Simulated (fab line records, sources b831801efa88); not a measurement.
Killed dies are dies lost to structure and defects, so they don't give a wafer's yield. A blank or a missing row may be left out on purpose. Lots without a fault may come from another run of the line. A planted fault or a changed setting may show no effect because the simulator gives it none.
Which tool did it? | flow sky130 | 10 lots, 30 wafers sampled, at 4 steps of a route of 708

WHAT THE GAUGES READ, wafer by wafer
SKY_CAP2M_THK_MEAS_01.
lot  | measured     | on            | CAP2M_CVD_00_THK (nm)
L125 | day 40 09:37 | film_metro-03 | 14.68 15.24 15.05
L126 | day 40 13:31 | film_metro-01 | 15.07 15.33 15.49
L129 | day 41 07:36 | film_metro-02 | 15.32 15.28 15.29
L130 | day 41 10:56 | film_metro-01 | 15.30 15.17 15.56
L135 | day 43 03:52 | film_metro-02 | 15.38 15.54 15.87
L136 | day 43 09:46 | film_metro-03 | 13.10 13.56 13.35
L137 | day 43 14:13 | film_metro-01 | 13.59 13.58 13.82
L143 | day 44 22:52 | film_metro-02 | 15.39 15.48 15.50
L148 | day 46 11:52 | film_metro-03 | 15.30 15.52 15.65
L147 | day 46 16:52 | film_metro-03 | 15.30 15.56 15.54

WHICH TOOL RAN EACH LOT (tool, then ch and the chambers of the sampled wafers, then the start)
lot  | SKY_VIA3_SPUTTER_20          | SKY_VIA3_CMP_24               | SKY_CAP2M_CVD_00
L125 | pvd_sputter-01, day 40 08:47 | cmp-02 ch 0,1, day 40 09:08   | pecvd-02 ch 0,1,2, day 40 09:36
L126 | pvd_sputter-04, day 40 12:40 | cmp-01 ch 1,2,3, day 40 13:05 | pecvd-02 ch 0,2, day 40 13:29
L129 | pvd_sputter-02, day 41 06:45 | cmp-02 ch 0,2,3, day 41 07:13 | pecvd-02 ch 0,1,2, day 41 07:34
L130 | pvd_sputter-04, day 41 10:05 | cmp-01 ch 1,3, day 41 10:27   | pecvd-04 ch 0,2, day 41 10:55
L135 | pvd_sputter-01, day 43 03:01 | cmp-01 ch 0,1,2, day 43 03:23 | pecvd-01 ch 0,2, day 43 03:50
L136 | pvd_sputter-01, day 43 08:55 | cmp-01 ch 0,3, day 43 09:16   | pecvd-02 ch 0,1, day 43 09:44
L137 | pvd_sputter-01, day 43 13:23 | cmp-01 ch 0,2,3, day 43 13:47 | pecvd-02 ch 1,2, day 43 14:12
L143 | pvd_sputter-02, day 44 22:01 | cmp-02 ch 0,1,2, day 44 22:29 | pecvd-04 ch 0,1,2, day 44 22:50
L148 | pvd_sputter-02, day 46 11:01 | cmp-02 ch 1,2, day 46 11:23   | pecvd-01 ch 2, day 46 11:50
L147 | pvd_sputter-04, day 46 15:59 | cmp-02 ch 0,1, day 46 16:25   | pecvd-01 ch 1,2, day 46 16:49
- SKY_VIA3_SPUTTER_20: material TiN, target thk 20 nm, time 80 s.
- SKY_VIA3_CMP_24: polishes, stops on SiO2, t overpolish 20 s, target thk 0 nm.
- SKY_CAP2M_CVD_00: deposits SiO2, target thk 15.5 nm.

THE ANSWER, worked out from the rows above alone
Rule: what is usual is taken from the lots themselves. Put in order of their means at a reading, lots are off if they are a third of the lots or fewer, leave a main group of 4 or more, and stand apart from it by a gap of 3 or more times the standard deviation of the main group's means; of several such gaps the widest counts. A main group whose means are all the same, to the digits that the tables above print for the reading, isn't used. A lot without any number at a reading at which 4 lots or more have one is off too. The other lots that the step has rows for count as sound.
Off: L136, L137, at SKY_CAP2M_THK_MEAS_01 (CAP2M_CVD_00_THK). The main group: mean 15.37 nm, standard deviation 0.17.
A tool fits if, at a process step before that reading, it ran every lot that is off, and no sound lot after the first of them. The gauges at SKY_CAP2M_THK_MEAS_01 are tried like those tools. Can't be told from this: 3 tools fit, pvd_sputter-01 at SKY_VIA3_SPUTTER_20, cmp-01 at SKY_VIA3_CMP_24, pecvd-02 at SKY_CAP2M_CVD_00.

WHAT THE SIMULATOR HAD PUT IN
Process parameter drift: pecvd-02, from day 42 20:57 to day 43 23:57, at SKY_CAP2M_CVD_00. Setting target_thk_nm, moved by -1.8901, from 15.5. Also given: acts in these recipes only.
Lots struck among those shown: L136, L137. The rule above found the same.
